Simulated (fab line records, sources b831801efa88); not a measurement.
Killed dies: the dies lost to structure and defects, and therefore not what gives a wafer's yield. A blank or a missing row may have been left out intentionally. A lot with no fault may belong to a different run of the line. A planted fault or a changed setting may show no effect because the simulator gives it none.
Split-lot study -- flow sky130 -- 5 lots, 27 wafers read, on a route of 708 steps

== SPLIT DETAILS ==
At SKY_FIELD_ISO_OXIDATION_22 (stabilise 600 s, purge 300 s, target thk 10 nm), the setting oxTimeS was moved away from the recipe's 623 s on 18 of the 27 wafers read, by +47.3% to +59.6%. The other wafers ran this setting at the recipe's value.

There is no step in the file separating the split from the reading.

== THE READING ==
FIELD_ISO_OXIDATION_01_THK, in nm, at SKY_FIELD_ISO_THK_MEAS_23. Fault-free wafers of this fab line usually give 10.00 nm, standard deviation 0.18 nm.

wafer,"tool, chamber at the split","oxTimeS as run, s",against the recipe,"FIELD_ISO_OXIDATION_01_THK, nm",against lot-mates on the recipe
L076.1,"-, -",623,recipe,10.17,-
L076.2,"-, -",623,recipe,10.21,-
L076.3,"-, -",623,recipe,10.13,-
L076.4,"-, -",623,recipe,10.22,-
L076.5,"-, -",623,recipe,10.21,-
L076.6,"-, -",623,recipe,10.07,-
L078.2,"furnace-02, 0",623,recipe,9.89,-
L078.3,"furnace-02, 0",623,recipe,9.95,-
L078.4,"furnace-02, 0",623,recipe,9.79,-
L080.1,"-, -",918.6,+47.4%,12.97,no lot-mate on the recipe
L080.2,"-, -",918.6,+47.4%,12.99,no lot-mate on the recipe
L080.3,"-, -",918.6,+47.4%,13.20,no lot-mate on the recipe
L080.4,"-, -",918.6,+47.4%,12.96,no lot-mate on the recipe
L080.5,"-, -",918.6,+47.4%,13.03,no lot-mate on the recipe
L080.6,"-, -",918.6,+47.4%,13.06,no lot-mate on the recipe
L082.1,"-, -",994.1,+59.6%,13.38,no lot-mate on the recipe
L082.2,"-, -",994.1,+59.6%,13.65,no lot-mate on the recipe
L082.3,"-, -",994.1,+59.6%,13.56,no lot-mate on the recipe
L082.4,"-, -",994.1,+59.6%,13.80,no lot-mate on the recipe
L082.5,"-, -",994.1,+59.6%,13.70,no lot-mate on the recipe
L082.6,"-, -",994.1,+59.6%,13.45,no lot-mate on the recipe
L085.1,"-, -",917.4,+47.3%,13.05,no lot-mate on the recipe
L085.2,"-, -",917.4,+47.3%,13.12,no lot-mate on the recipe
L085.3,"-, -",917.4,+47.3%,13.17,no lot-mate on the recipe
L085.4,"-, -",917.4,+47.3%,13.21,no lot-mate on the recipe
L085.5,"-, -",917.4,+47.3%,12.93,no lot-mate on the recipe
L085.6,"-, -",917.4,+47.3%,13.16,no lot-mate on the recipe

FIT RESULTS
A straight line over all 27 wafers: FIELD_ISO_OXIDATION_01_THK changes by +0.061 nm for each +1% of oxTimeS; r = +0.99; the points scatter about the line by 0.16 nm.
Too few moved wafers with a lot-mate on the recipe to fit a line net of each lot's own level.

== THE WHOLE CHAIN: every reading that the file lists as answering this split, in the file's order ==
step,what it does,reading,change (the file's fit),r (the file's)
SKY_FIELD_ISO_OXIDATION_22,"stabilise 600 s, purge 300 s, target thk 10 nm","SiO2_of_FIELD_ISO_OXIDATION_22.thkNm (the simulator's own value, which no gauge read)",+0.0611 nm for each +1% of the setting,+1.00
SKY_FIELD_ISO_THK_MEAS_23,,FIELD_ISO_OXIDATION_01_THK,+0.061 for each +1% of the setting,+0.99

== THE FILE'S OWN FIT ==
FIELD_ISO_OXIDATION_01_THK changes by +0.061 nm for each +1% of oxTimeS, r = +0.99.
